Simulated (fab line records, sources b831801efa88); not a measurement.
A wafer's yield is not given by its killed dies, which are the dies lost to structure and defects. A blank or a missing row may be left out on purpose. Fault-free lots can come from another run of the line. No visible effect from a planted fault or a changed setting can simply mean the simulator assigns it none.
fab line records | flow sky130 | part 1 of 2: steps 1 to 26 of 38
record lots=5 | wafers=15 | last_day=50
route steps=708 shown VIA3@594 METAL4@598 CAP2M@603
lots that met no fault: taken from a fault-free run of the same line
start_h: hours from the record's first day to the start of the lot's first wafer shown | wait_h: hours from the lot's prior step to this one | " repeats the value in the row above | L1.1+2: a single row standing in for several wafers | - either no value or no given start | * or withheld: withheld | < > ~ a bound
route shown NAME@n: NAME is a module with steps in the file, n the number in the route of the first one | usual: average and standard deviation across the fault-free wafers | same: alike in all rows | chamber/n: place in a boat | sites: readings site by site | _std_site: the values' standard deviation | _edge_site: inner sites' mean taken away from outer sites' mean | radius_mm: how far each site lies from the wafer's centre | mask NAME#n: copy n | behind: the most recent tool/chamber to have shaped the wafer | hold: the reason the lot was held/the length of the hold in hours/how it ended | device: which transistor (n, p or np) failed to switch | end of line: tests run on the same wafers once the route is complete | for a step that has no rows: nothing shown but its recipe | killed: dies lost to structure and defects at the first sort, not the wafer's yield | map: dies across one wafer; x = killed, . = not, _ = none there
set.NAME: the setting that was run; set.NAME@STEP: the one run at that earlier step | model.NAME: the simulator's own value behind a step, which no gauge read
a table for each step, a row for each wafer; lots at some steps of the route
services: a tool's chamber out of use, with start hour (start_h, from the record's first day; less than 0 if before it), hours out, and reason
## steps
# step SKY_VIA3_CVD_21
# recipe material=W | target_thk_nm=390 | time_s=117.31 | temp_c=400 | pressure_torr=40
# usual heater_power_w=805/47
lot.wafer | tool     | chamber | start_h | wait_h | heater_power_w
L083.2    | cvd_w-02 | 1       | 1002.17 | 0.0    | 815
L083.3    | "        | 0       | "       | "      | 819
L083.4    | "        | 1       | "       | "      | 812
L088.1    | cvd_w-02 | 1       | 1034.82 | 0.0    | 799
L088.2    | "        | 0       | "       | "      | 848
L088.6    | "        | 1       | "       | "      | 802
L091.1    | cvd_w-02 | 0       | 1053.43 | 0.0    | 838
L091.3    | "        | 0       | "       | "      | 832
L091.5    | "        | 0       | "       | "      | 838
L093.2    | cvd_w-02 | 0       | 1062.36 | 0.0    | 837
L093.4    | "        | 1       | "       | "      | 822
L093.5    | "        | 0       | "       | "      | 844
L096.2    | cvd_w-02 | 1       | 1085.62 | 0.0    | 829
L096.3    | "        | 1       | "       | "      | 821
L096.5    | "        | 0       | "       | "      | 839
# step SKY_VIA3_RS_MEAS_22
# recipe thk_meas_gauge=four-point-probe | reads=W_of_VIA3_CVD_21+TiN_of_VIA3_SPUTTER_20
# usual VIA3_W_RS=0.2923/0.0025
lot.wafer | tool          | chamber | start_h | wait_h | VIA3_W_RS[ohm/sq]
L083.2    | film_metro-03 | -       | 1002.31 | 0.1    | 0.2939
L083.3    | "             | -       | "       | "      | 0.2945
L083.4    | "             | -       | "       | "      | 0.2939
L088.1    | film_metro-02 | -       | 1034.95 | 0.1    | 0.2938
L088.2    | "             | -       | "       | "      | 0.2923
L088.6    | "             | -       | "       | "      | 0.2937
L091.1    | film_metro-03 | -       | 1053.55 | 0.1    | 0.2906
L091.3    | "             | -       | "       | "      | 0.2886
L091.5    | "             | -       | "       | "      | 0.2868
L093.2    | film_metro-02 | -       | 1062.50 | 0.1    | 0.2884
L093.4    | "             | -       | "       | "      | 0.2874
L093.5    | "             | -       | "       | "      | 0.2897
L096.2    | film_metro-01 | -       | 1085.76 | 0.1    | 0.2880
L096.3    | "             | -       | "       | "      | 0.2924
L096.5    | "             | -       | "       | "      | 0.2886
# step SKY_VIA3_THK_MEAS_23
# recipe thk_meas_gauge=xrf | reads=W_of_VIA3_CVD_21
# usual VIA3_W_THK=376/5.3
lot.wafer | tool          | chamber | start_h | wait_h | VIA3_W_THK[nm]
L083.2    | film_metro-03 | -       | 1002.42 | 0.1    | 372
L083.3    | "             | -       | "       | "      | 374
L083.4    | "             | -       | "       | "      | 368
L088.1    | film_metro-02 | -       | 1035.07 | 0.1    | 374
L088.2    | "             | -       | "       | "      | 376
L088.6    | "             | -       | "       | "      | 372
L091.1    | film_metro-03 | -       | 1053.67 | 0.1    | 375
L091.3    | "             | -       | "       | "      | 379
L091.5    | "             | -       | "       | "      | 381
L093.2    | film_metro-02 | -       | 1062.61 | 0.1    | 379
L093.4    | "             | -       | "       | "      | 380
L093.5    | "             | -       | "       | "      | 374
L096.2    | film_metro-01 | -       | 1085.87 | 0.1    | 379
L096.3    | "             | -       | "       | "      | 374
L096.5    | "             | -       | "       | "      | 379
# step SKY_VIA3_CMP_24
# recipe stop_on=SiO2 | t_overpolish_s=20 | down_force_psi=3.5 | platen_rpm=60 | target_thk_nm=0 | pad_velocity_m_s=0.94248
# usual motor_current_A=11.0/1.4 | overpolish_run_s=19.999/0.0085 | time_to_endpoint_s=96/3
# same t_overpolish_s=20
lot.wafer | tool   | chamber | start_h | wait_h | motor_current_A | overpolish_run_s | time_to_endpoint_s
L083.3    | cmp-02 | 2       | 1002.47 | 0.0    | 11.6            | 19.993           | 99
L083.4    | "      | 3       | "       | "      | 11.2            | 19.982           | 93
L083.2    | "      | 1       | "       | "      | 8.0             | 20.003           | 100
L088.2    | cmp-01 | 0       | 1035.13 | 0.0    | 11.7            | 19.994           | 95
L088.1    | "      | 1       | "       | "      | 11.0            | 19.990           | 94
L088.6    | "      | 1       | "       | "      | 11.2            | 19.996           | 95
L091.1    | cmp-02 | 3       | 1053.73 | 0.1    | 11.0            | 19.994           | 90
L091.3    | "      | 2       | "       | "      | 11.7            | 19.996           | 93
L091.5    | "      | 0       | "       | "      | 10.7            | 20.001           | 95
L093.2    | cmp-01 | 3       | 1062.71 | 0.1    | 9.4             | 19.999           | 96
L093.4    | "      | 0       | "       | "      | 12.2            | 20.020           | 102
L093.5    | "      | 3       | "       | "      | 9.7             | 20.004           | 95
L096.2    | cmp-01 | 2       | 1085.92 | 0.0    | 13.2            | 19.985           | 93
L096.3    | "      | 1       | "       | "      | 10.8            | 20.007           | 93
L096.5    | "      | 3       | "       | "      | 9.4             | 20.005           | 92
# step SKY_METAL4_SPUTTER_00
# recipe material=Ti | target_thk_nm=15 | power_w=3000 | time_s=10 | chamber_pressure_pa=0.4
# usual throttle_valve_pct=29.8/0.83
lot.wafer | tool           | chamber | start_h | wait_h | throttle_valve_pct
L083.2    | pvd_sputter-04 | -       | 1002.77 | 0.1    | 29.4
L083.3    | "              | -       | "       | "      | 30.6
L083.4    | "              | -       | "       | "      | 30.1
L088.1    | pvd_sputter-01 | -       | 1035.43 | 0.2    | 31.0
L088.2    | "              | -       | "       | "      | 27.8
L088.6    | "              | -       | "       | "      | 31.3
L091.1    | pvd_sputter-04 | -       | 1054.03 | 0.2    | 29.7
L091.3    | "              | -       | "       | "      | 29.0
L091.5    | "              | -       | "       | "      | 29.4
L093.2    | pvd_sputter-01 | -       | 1062.96 | 0.2    | 30.3
L093.4    | "              | -       | "       | "      | 31.4
L093.5    | "              | -       | "       | "      | 27.7
L096.2    | pvd_sputter-01 | -       | 1086.22 | 0.2    | 31.4
L096.3    | "              | -       | "       | "      | 27.8
L096.5    | "              | -       | "       | "      | 30.1
# step SKY_METAL4_SPUTTER_01
# recipe material=TiN | target_thk_nm=20 | power_w=6500 | time_s=16.7 | chamber_pressure_pa=0.4
# usual throttle_valve_pct=29.9/0.82
lot.wafer | tool           | chamber | start_h | wait_h | throttle_valve_pct
L083.2    | pvd_sputter-04 | -       | 1002.79 | 0.0    | 29.3
L083.3    | "              | -       | "       | "      | 30.4
L083.4    | "              | -       | "       | "      | 30.2
L088.1    | pvd_sputter-01 | -       | 1035.45 | 0.0    | 31.3
L088.2    | "              | -       | "       | "      | 27.9
L088.6    | "              | -       | "       | "      | 31.4
L091.1    | pvd_sputter-04 | -       | 1054.05 | 0.0    | 30.1
L091.3    | "              | -       | "       | "      | 29.5
L091.5    | "              | -       | "       | "      | 29.4
L093.2    | pvd_sputter-01 | -       | 1062.98 | 0.0    | 29.8
L093.4    | "              | -       | "       | "      | 31.3
L093.5    | "              | -       | "       | "      | 27.6
L096.2    | pvd_sputter-01 | -       | 1086.24 | 0.0    | 31.4
L096.3    | "              | -       | "       | "      | 27.7
L096.5    | "              | -       | "       | "      | 30.1
# step SKY_METAL4_SPUTTER_02
# recipe material=AlCu | target_thk_nm=735 | power_w=10600 | time_s=39.1 | chamber_pressure_pa=0.4
# usual throttle_valve_pct=29.9/0.83
lot.wafer | tool           | chamber | start_h | wait_h | throttle_valve_pct
L083.2    | pvd_sputter-04 | -       | 1002.82 | 0.0    | 29.4
L083.3    | "              | -       | "       | "      | 30.7
L083.4    | "              | -       | "       | "      | 30.2
L088.1    | pvd_sputter-01 | -       | 1035.48 | 0.0    | 31.6
L088.2    | "              | -       | "       | "      | 27.9
L088.6    | "              | -       | "       | "      | 31.4
L091.1    | pvd_sputter-04 | -       | 1054.08 | 0.0    | 30.1
L091.3    | "              | -       | "       | "      | 29.5
L091.5    | "              | -       | "       | "      | 29.5
L093.2    | pvd_sputter-01 | -       | 1063.01 | 0.0    | 30.2
L093.4    | "              | -       | "       | "      | 31.2
L093.5    | "              | -       | "       | "      | 27.8
L096.2    | pvd_sputter-01 | -       | 1086.27 | 0.0    | 31.2
L096.3    | "              | -       | "       | "      | 27.9
L096.5    | "              | -       | "       | "      | 30.2
# step SKY_METAL4_SPUTTER_03
# recipe material=Ti | target_thk_nm=5 | power_w=3000 | time_s=3.3 | chamber_pressure_pa=0.4
# usual throttle_valve_pct=29.9/0.83
lot.wafer | tool           | chamber | start_h | wait_h | throttle_valve_pct
L083.2    | pvd_sputter-04 | -       | 1002.86 | 0.0    | 29.6
L083.3    | "              | -       | "       | "      | 30.6
L083.4    | "              | -       | "       | "      | 30.1
L088.1    | pvd_sputter-01 | -       | 1035.51 | 0.0    | 31.3
L088.2    | "              | -       | "       | "      | 27.8
L088.6    | "              | -       | "       | "      | 31.0
L091.1    | pvd_sputter-04 | -       | 1054.12 | 0.0    | 30.0
L091.3    | "              | -       | "       | "      | 29.5
L091.5    | "              | -       | "       | "      | 29.5
L093.2    | pvd_sputter-01 | -       | 1063.05 | 0.0    | 30.1
L093.4    | "              | -       | "       | "      | 31.3
L093.5    | "              | -       | "       | "      | 27.7
L096.2    | pvd_sputter-01 | -       | 1086.31 | 0.0    | 31.3
L096.3    | "              | -       | "       | "      | 27.8
L096.5    | "              | -       | "       | "      | 29.9
# step SKY_METAL4_SPUTTER_04
# recipe material=TiN | target_thk_nm=70 | power_w=6500 | time_s=58.3 | chamber_pressure_pa=0.4
# usual throttle_valve_pct=29.9/0.83
lot.wafer | tool           | chamber | start_h | wait_h | throttle_valve_pct
L083.2    | pvd_sputter-04 | -       | 1002.87 | 0.0    | 29.5
L083.3    | "              | -       | "       | "      | 30.9
L083.4    | "              | -       | "       | "      | 30.2
L088.1    | pvd_sputter-01 | -       | 1035.53 | 0.0    | 31.3
L088.2    | "              | -       | "       | "      | 27.7
L088.6    | "              | -       | "       | "      | 31.2
L091.1    | pvd_sputter-04 | -       | 1054.14 | 0.0    | 30.0
L091.3    | "              | -       | "       | "      | 29.6
L091.5    | "              | -       | "       | "      | 29.3
L093.2    | pvd_sputter-01 | -       | 1063.07 | 0.0    | 30.1
L093.4    | "              | -       | "       | "      | 31.3
L093.5    | "              | -       | "       | "      | 28.0
L096.2    | pvd_sputter-01 | -       | 1086.33 | 0.0    | 31.3
L096.3    | "              | -       | "       | "      | 28.1
L096.5    | "              | -       | "       | "      | 30.0
# step SKY_CAP2M_CVD_00
# recipe material=SiO2 | target_thk_nm=15.5 | temp_c=400 | time_s=withheld | rf_w=450
# usual heater_power_w=757/93
lot.wafer | tool     | chamber | start_h | wait_h | heater_power_w
L083.2    | pecvd-04 | 1       | 1002.92 | 0.0    | 774
L083.3    | "        | 2       | "       | "      | 781
L083.4    | "        | 0       | "       | "      | 751
L088.1    | pecvd-04 | 1       | 1035.58 | 0.0    | 740
L088.2    | "        | 2       | "       | "      | 760
L088.6    | "        | 0       | "       | "      | 774
L091.1    | pecvd-03 | 2       | 1054.19 | 0.0    | 746
L091.3    | "        | 0       | "       | "      | 735
L091.5    | "        | 2       | "       | "      | 738
L093.2    | pecvd-01 | 2       | 1063.12 | 0.0    | 549
L093.4    | "        | 2       | "       | "      | 574
L093.5    | "        | 1       | "       | "      | 745
L096.2    | pecvd-01 | 1       | 1086.38 | 0.0    | 685
L096.3    | "        | 2       | "       | "      | 626
L096.5    | "        | 1       | "       | "      | 695
# step SKY_CAP2M_THK_MEAS_01
# recipe reads=SiO2_of_CAP2M_CVD_00
# usual CAP2M_CVD_00_THK=15.56/0.2
lot.wafer | tool          | chamber | start_h | wait_h | CAP2M_CVD_00_THK[nm]
L083.2    | film_metro-04 | -       | 1002.95 | -      | 15.65
L083.3    | "             | -       | "       | "      | 15.46
L083.4    | "             | -       | "       | "      | 15.81
L088.1    | film_metro-04 | -       | 1035.60 | -      | 15.72
L088.2    | "             | -       | "       | "      | 15.64
L088.6    | "             | -       | "       | "      | 15.73
L091.1    | film_metro-01 | -       | 1054.21 | -      | 15.38
L091.3    | "             | -       | "       | "      | 15.41
L091.5    | "             | -       | "       | "      | 15.60
L093.2    | film_metro-03 | -       | 1063.15 | -      | 15.48
L093.4    | "             | -       | "       | "      | 15.54
L093.5    | "             | -       | "       | "      | 15.30
L096.2    | film_metro-04 | -       | 1086.41 | -      | 15.39
L096.3    | "             | -       | "       | "      | 15.43
L096.5    | "             | -       | "       | "      | 15.46
# step SKY_CAP2M_SPUTTER_02
# recipe material=TiN | target_thk_nm=200 | temp_c=300 | power_w=6500 | time_s=166.7 | chamber_pressure_pa=0.4
# usual throttle_valve_pct=30.2/0.87
lot.wafer | tool           | chamber | start_h | wait_h | throttle_valve_pct
L083.2    | pvd_sputter-02 | -       | 1003.00 | 0.0    | 30.2
L083.3    | "              | -       | "       | "      | 30.5
L083.4    | "              | -       | "       | "      | 30.0
L088.1    | pvd_sputter-04 | -       | 1035.66 | 0.1    | 30.1
L088.2    | "              | -       | "       | "      | 30.8
L088.6    | "              | -       | "       | "      | 30.2
L091.1    | pvd_sputter-02 | -       | 1054.27 | 0.1    | 30.5
L091.3    | "              | -       | "       | "      | 30.2
L091.5    | "              | -       | "       | "      | 31.4
L093.2    | pvd_sputter-02 | -       | 1063.21 | 0.1    | 30.5
L093.4    | "              | -       | "       | "      | 30.2
L093.5    | "              | -       | "       | "      | 31.3
L096.2    | pvd_sputter-04 | -       | 1086.46 | 0.0    | 30.1
L096.3    | "              | -       | "       | "      | 29.5
L096.5    | "              | -       | "       | "      | 30.0
# step SKY_CAP2M_RS_MEAS_03
# recipe thk_meas_gauge=four-point-probe | reads=TiN_of_CAP2M_SPUTTER_02
# usual CAP2M_TIN_RS=6.88/0.06
lot.wafer | tool          | chamber | start_h | wait_h | CAP2M_TIN_RS[ohm/sq]
L083.2    | film_metro-03 | -       | 1003.13 | 0.1    | 7.01
L083.3    | "             | -       | "       | "      | 6.93
L083.4    | "             | -       | "       | "      | 6.98
L088.1    | film_metro-01 | -       | 1035.77 | 0.1    | 6.86
L088.2    | "             | -       | "       | "      | 6.83
L088.6    | "             | -       | "       | "      | 6.85
L091.1    | film_metro-04 | -       | 1054.38 | 0.1    | 6.87
L091.3    | "             | -       | "       | "      | 6.87
L091.5    | "             | -       | "       | "      | 6.79
L093.2    | film_metro-01 | -       | 1063.34 | 0.1    | 6.94
L093.4    | "             | -       | "       | "      | 6.97
L093.5    | "             | -       | "       | "      | 6.94
L096.2    | film_metro-01 | -       | 1086.59 | 0.1    | 6.85
L096.3    | "             | -       | "       | "      | 6.81
L096.5    | "             | -       | "       | "      | 6.90
# step SKY_CAP2M_THK_MEAS_04
# recipe thk_meas_gauge=xrf | reads=TiN_of_CAP2M_SPUTTER_02
# usual CAP2M_TIN_THK=198.6/1.5
lot.wafer | tool          | chamber | start_h | wait_h | CAP2M_TIN_THK[nm]
L083.2    | film_metro-03 | -       | 1003.24 | 0.1    | 195.7
L083.3    | "             | -       | "       | "      | 199.0
L083.4    | "             | -       | "       | "      | 196.8
L088.1    | film_metro-01 | -       | 1035.89 | 0.1    | 199.7
L088.2    | "             | -       | "       | "      | 200.8
L088.6    | "             | -       | "       | "      | 199.4
L091.1    | film_metro-04 | -       | 1054.50 | 0.1    | 198.7
L091.3    | "             | -       | "       | "      | 198.8
L091.5    | "             | -       | "       | "      | 200.8
L093.2    | film_metro-01 | -       | 1063.45 | 0.1    | 197.4
L093.4    | "             | -       | "       | "      | 197.0
L093.5    | "             | -       | "       | "      | 197.9
L096.2    | film_metro-01 | -       | 1086.70 | 0.1    | 199.5
L096.3    | "             | -       | "       | "      | 200.1
L096.5    | "             | -       | "       | "      | 197.5
# step SKY_CAP2M_DEHYDRATE_05
# recipe temp_c=200 | time_s=60
lot.wafer  | tool           | chamber | start_h | wait_h
L083.2+3+4 | litho_track-03 | 0       | 1014.18 | 10.9
L088.1+2+6 | litho_track-02 | 0       | 1046.28 | 10.4
L091.1+3+5 | litho_track-02 | 0       | 1064.93 | 10.4
L093.2+4+5 | litho_track-03 | 0       | 1072.83 | 9.4
L096.2+3+5 | litho_track-01 | 0       | 1095.99 | 9.3
# step SKY_CAP2M_HMDS_06
# recipe prime_time_s=60 | prime_temp_c=120
lot.wafer  | tool           | chamber | start_h | wait_h
L083.2+3+4 | litho_track-03 | 0       | 1014.33 | 0.1
L088.1+2+6 | litho_track-02 | 0       | 1046.43 | 0.1
L091.1+3+5 | litho_track-02 | 0       | 1065.08 | 0.1
L093.2+4+5 | litho_track-03 | 0       | 1072.98 | 0.1
L096.2+3+5 | litho_track-01 | 0       | 1096.14 | 0.1
# step SKY_CAP2M_COAT_07
# recipe resist=NOVOLAK | spin_rpm=3000 | resist_thk_nm=1140
# usual dispense_pressure_kPa=51.0/2.6 | spin_speed_rpm=2999.6/1.8
lot.wafer | tool           | chamber | start_h | wait_h | dispense_pressure_kPa | spin_speed_rpm
L083.2    | litho_track-03 | 0       | 1014.48 | 0.1    | 53.1                  | 2995.9
L083.3    | "              | 0       | "       | "      | 53.1                  | 2998.8
L083.4    | "              | 0       | "       | "      | 53.1                  | 2999.7
L088.1    | litho_track-02 | 0       | 1046.58 | 0.1    | 47.7                  | 3000.2
L088.2    | "              | 0       | "       | "      | 47.7                  | 3001.6
L088.6    | "              | 0       | "       | "      | 47.7                  | 2998.0
L091.1    | litho_track-02 | 0       | 1065.23 | 0.1    | 47.7                  | 2999.4
L091.3    | "              | 0       | "       | "      | 47.7                  | 2999.9
L091.5    | "              | 0       | "       | "      | 47.7                  | 3002.1
L093.2    | litho_track-03 | 0       | 1073.13 | 0.1    | 53.1                  | 3000.3
L093.4    | "              | 0       | "       | "      | 53.1                  | 3000.8
L093.5    | "              | 0       | "       | "      | 53.1                  | 2998.3
L096.2    | litho_track-01 | 0       | 1096.29 | 0.1    | 52.9                  | 2997.1
L096.3    | "              | 0       | "       | "      | 52.9                  | 2999.9
L096.5    | "              | 0       | "       | "      | 52.9                  | 2996.5
# step SKY_CAP2M_SOFTBAKE_08
# recipe temp_c=90 | time_s=60 | resist=NOVOLAK
lot.wafer  | tool           | chamber | start_h | wait_h
L083.2+3+4 | litho_track-03 | 0       | 1014.63 | 0.1
L088.1+2+6 | litho_track-02 | 0       | 1046.73 | 0.1
L091.1+3+5 | litho_track-02 | 0       | 1065.38 | 0.1
L093.2+4+5 | litho_track-03 | 0       | 1073.28 | 0.1
L096.2+3+5 | litho_track-01 | 0       | 1096.44 | 0.1
# step SKY_CAP2M_EXPOSE_09
# recipe mask_id=CAP2M | na=0.6 | source_shape=conventional | sigma_outer=0.6 | polarization=unpolarized | target_cd_nm=1000 | dose_mj=159
# usual focus_offset_nm=0.0/0.57 | reticle_temp_C=23.02/0.12
lot.wafer | tool             | chamber | start_h | wait_h | mask    | focus_offset_nm | reticle_temp_C
L083.2    | iline_stepper-02 | 0       | -       | -      | CAP2M#0 | 0.1             | 22.96
L083.3    | "                | 0       | "       | "      | CAP2M#0 | -0.3            | 22.92
L083.4    | "                | 0       | "       | "      | CAP2M#0 | 0.4             | 22.91
L088.1    | iline_stepper-02 | 0       | -       | -      | CAP2M#0 | 1.0             | 23.01
L088.2    | "                | 0       | "       | "      | CAP2M#0 | 0.7             | 22.96
L088.6    | "                | 0       | "       | "      | CAP2M#0 | 0.7             | 22.93
L091.1    | iline_stepper-01 | 0       | -       | -      | CAP2M#0 | 0.4             | 22.98
L091.3    | "                | 0       | "       | "      | CAP2M#0 | 1.2             | 23.13
L091.5    | "                | 0       | "       | "      | CAP2M#0 | -0.7            | 22.94
L093.2    | iline_stepper-01 | 0       | -       | -      | CAP2M#0 | 0.6             | 23.03
L093.4    | "                | 0       | "       | "      | CAP2M#0 | 1.0             | 23.05
L093.5    | "                | 0       | "       | "      | CAP2M#0 | -0.7            | 22.97
L096.2    | iline_stepper-01 | 0       | -       | -      | CAP2M#0 | 0.7             | 23.11
L096.3    | "                | 0       | "       | "      | CAP2M#0 | 0.4             | 23.16
L096.5    | "                | 0       | "       | "      | CAP2M#0 | 0.1             | 23.07
# step SKY_CAP2M_PEB_10
# recipe temp_c=withheld | time_s=* | resist=NOVOLAK
lot.wafer  | tool           | chamber | start_h | wait_h
L083.2+3+4 | litho_track-01 | 0       | -       | -
L088.1+2+6 | litho_track-01 | 0       | -       | -
L091.1+3+5 | litho_track-02 | 0       | -       | -
L093.2+4+5 | litho_track-03 | 0       | -       | -
L096.2+3+5 | litho_track-01 | 0       | -       | -
# step SKY_CAP2M_DEVELOP_11
# recipe resist=NOVOLAK | developer=TMAH | develop_time_s=60 | dev_temp_c=23
lot.wafer  | tool           | chamber | start_h | wait_h
L083.2+3+4 | litho_track-01 | 0       | 1026.04 | 0.1
L088.1+2+6 | litho_track-01 | 0       | 1057.26 | 0.1
L091.1+3+5 | litho_track-02 | 0       | 1075.43 | 0.1
L093.2+4+5 | litho_track-03 | 0       | 1084.23 | 0.1
L096.2+3+5 | litho_track-01 | 0       | 1106.99 | 0.1
# step SKY_CAP2M_OVL_MEAS_12
# usual CAP2M_OVL=0.0/1.5
lot.wafer | tool       | chamber | start_h | wait_h | CAP2M_OVL[nm]
L083.2    | overlay-02 | -       | 1026.17 | 0.1    | 1.5
L083.3    | "          | -       | "       | "      | 1.2
L083.4    | "          | -       | "       | "      | 1.4
L088.1    | overlay-02 | -       | 1057.41 | 0.1    | 0.4
L088.2    | "          | -       | "       | "      | 2.5
L088.6    | "          | -       | "       | "      | 1.3
L091.1    | overlay-02 | -       | 1075.58 | 0.1    | 2.4
L091.3    | "          | -       | "       | "      | 2.6
L091.5    | "          | -       | "       | "      | 1.7
L093.2    | overlay-02 | -       | 1084.36 | 0.1    | -0.9
L093.4    | "          | -       | "       | "      | -1.9
L093.5    | "          | -       | "       | "      | 0.1
L096.2    | overlay-01 | -       | 1107.12 | 0.1    | -0.9
L096.3    | "          | -       | "       | "      | 0.7
L096.5    | "          | -       | "       | "      | -0.9
# step SKY_CAP2M_METAL_ETCH_13
# recipe target_depth_nm=220 | stop_on=SiO2 | chemistry=Cl2/BCl3 | target=TiN | pressure_mtorr=10 | icp_w=900 | bias_w=48.5 | Cl2_flow_sccm=60 | bcl3_flow_sccm=30 | time_s=62.9
# usual drypump_motor_current_A=5.65/0.21 | mfc_cl2_sccm=60.00/0.16 | oes_product_au=0.944/0.0067 | throttle_valve_pct=21.900/0.0089
lot.wafer | tool         | chamber | start_h | wait_h | drypump_motor_current_A | mfc_cl2_sccm | oes_product_au | rf_hours_counter_h | throttle_valve_pct
L083.2    | rie_metal-01 | 0       | 1026.20 | 0.0    | 5.35                    | 59.81        | 0.937          | 19                 | 21.900
L083.3    | "            | 0       | "       | "      | 5.38                    | 60.28        | 0.945          | -                  | 21.899
L083.4    | "            | 1       | "       | "      | 5.88                    | 60.09        | 0.937          | -                  | 21.909
L088.1    | rie_metal-01 | 1       | 1057.45 | 0.0    | 5.87                    | 60.23        | 0.946          | 18                 | 21.896
L088.2    | "            | 0       | "       | "      | 5.39                    | 59.82        | 0.944          | 21                 | 21.887
L088.6    | "            | 1       | "       | "      | 5.87                    | 60.34        | 0.944          | -                  | 21.899
L091.1    | rie_metal-03 | 1       | 1075.62 | 0.0    | 5.65                    | 59.65        | 0.942          | 19                 | 21.893
L091.3    | "            | 1       | "       | "      | 5.68                    | 59.90        | 0.942          | -                  | 21.907
L091.5    | "            | 1       | "       | "      | 5.67                    | 59.75        | 0.954          | -                  | 21.907
L093.2    | rie_metal-03 | 1       | 1084.39 | 0.0    | 5.67                    | 60.20        | 0.934          | 19                 | 21.898
L093.4    | "            | 0       | "       | "      | 5.92                    | 59.99        | 0.933          | -                  | 21.895
L093.5    | "            | 1       | "       | "      | 5.68                    | 60.03        | 0.943          | -                  | 21.899
L096.2    | rie_metal-01 | 1       | 1107.18 | 0.0    | 5.84                    | 59.99        | 0.938          | -                  | 21.898
L096.3    | "            | 1       | "       | "      | 5.86                    | 60.17        | 0.945          | -                  | 21.879
L096.5    | "            | 1       | "       | "      | 5.87                    | 60.07        | 0.934          | -                  | 21.901
# step SKY_CAP2M_STRIP_14
# recipe chemistry=O2/N2 | power_w=1400 | pressure_mtorr=1500 | platen_temp_c=withheld | o2_flow_sccm=3000 | n2_flow_sccm=300 | overash_fraction=0.5
# usual drypump_motor_current_A=5.4/0.48 | oes_product_au=0.711/0.0044 | strip_time_to_endpoint_s=12.67/0.034
lot.wafer | tool            | chamber | start_h | wait_h | drypump_motor_current_A | oes_product_au | rf_hours_counter_h | strip_time_to_endpoint_s
L083.2    | plasma_asher-04 | 0       | 1026.28 | 0.1    | 6.2                     | 0.716          | 120                | 12.66
L083.3    | "               | 0       | "       | "      | 6.2                     | 0.708          | -                  | 12.63
L083.4    | "               | 1       | "       | "      | 4.8                     | 0.712          | -                  | 12.59
L088.1    | plasma_asher-03 | 0       | 1057.53 | 0.1    | 4.9                     | 0.711          | 59                 | 12.69
L088.2    | "               | 1       | "       | "      | 5.7                     | 0.702          | 59                 | 12.59
L088.6    | "               | 1       | "       | "      | 5.7                     | 0.709          | -                  | 12.64
L091.1    | plasma_asher-03 | 0       | 1075.70 | 0.1    | 4.9                     | 0.709          | 61                 | 12.64
L091.3    | "               | 0       | "       | "      | 4.9                     | 0.720          | -                  | 12.71
L091.5    | "               | 1       | "       | "      | 5.7                     | 0.711          | -                  | 12.69
L093.2    | plasma_asher-03 | 0       | 1084.47 | 0.1    | 4.9                     | 0.706          | 62                 | 12.67
L093.4    | "               | 1       | "       | "      | 5.7                     | 0.717          | -                  | 12.70
L093.5    | "               | 0       | "       | "      | 4.9                     | 0.709          | -                  | 12.65
L096.2    | plasma_asher-03 | 0       | 1107.30 | 0.1    | 4.9                     | 0.713          | 65                 | 12.68
L096.3    | "               | 0       | "       | "      | 4.9                     | 0.718          | -                  | 12.72
L096.5    | "               | 0       | "       | "      | 4.9                     | 0.709          | -                  | 12.60
# step SKY_CAP2M_STRIP_15
# recipe chemistry=post_etch_residue_remover | time_s=1200 | temp_c=72.5
# usual bath_guard_temp_C=72.8/0.59
lot.wafer | tool         | chamber | start_h | wait_h | bath_guard_temp_C
L083.2    | wet_bench-02 | 3       | 1026.38 | 0.1    | 73.1
L083.3    | "            | 3       | "       | "      | 72.5
L083.4    | "            | 3       | "       | "      | 72.6
L088.1    | wet_bench-02 | 2       | 1057.63 | 0.1    | 72.3
L088.2    | "            | 2       | "       | "      | 72.1
L088.6    | "            | 2       | "       | "      | 72.7
L091.1    | wet_bench-03 | 1       | 1075.80 | 0.1    | 73.0
L091.3    | "            | 1       | "       | "      | 72.9
L091.5    | "            | 1       | "       | "      | 73.4
L093.2    | wet_bench-01 | 0       | 1084.57 | 0.1    | 72.4
L093.4    | "            | 0       | "       | "      | 72.2
L093.5    | "            | 0       | "       | "      | 72.4
L096.2    | wet_bench-03 | 3       | 1107.40 | 0.1    | 73.3
L096.3    | "            | 3       | "       | "      | 73.5
L096.5    | "            | 3       | "       | "      | 73.9
# step SKY_CAP2M_CLEAN_16
# recipe chemistry=IPA | time_s=180 | temp_c=25
lot.wafer  | tool         | chamber | start_h | wait_h
L083.2+3+4 | wet_bench-01 | 2       | 1026.75 | 0.0
L088.1+2+6 | wet_bench-02 | 3       | 1057.97 | 0.0
L091.1+3+5 | wet_bench-01 | 1       | 1076.14 | 0.0
L093.2+4+5 | wet_bench-02 | 3       | 1084.91 | 0.0
L096.2+3+5 | wet_bench-02 | 0       | 1107.75 | 0.0
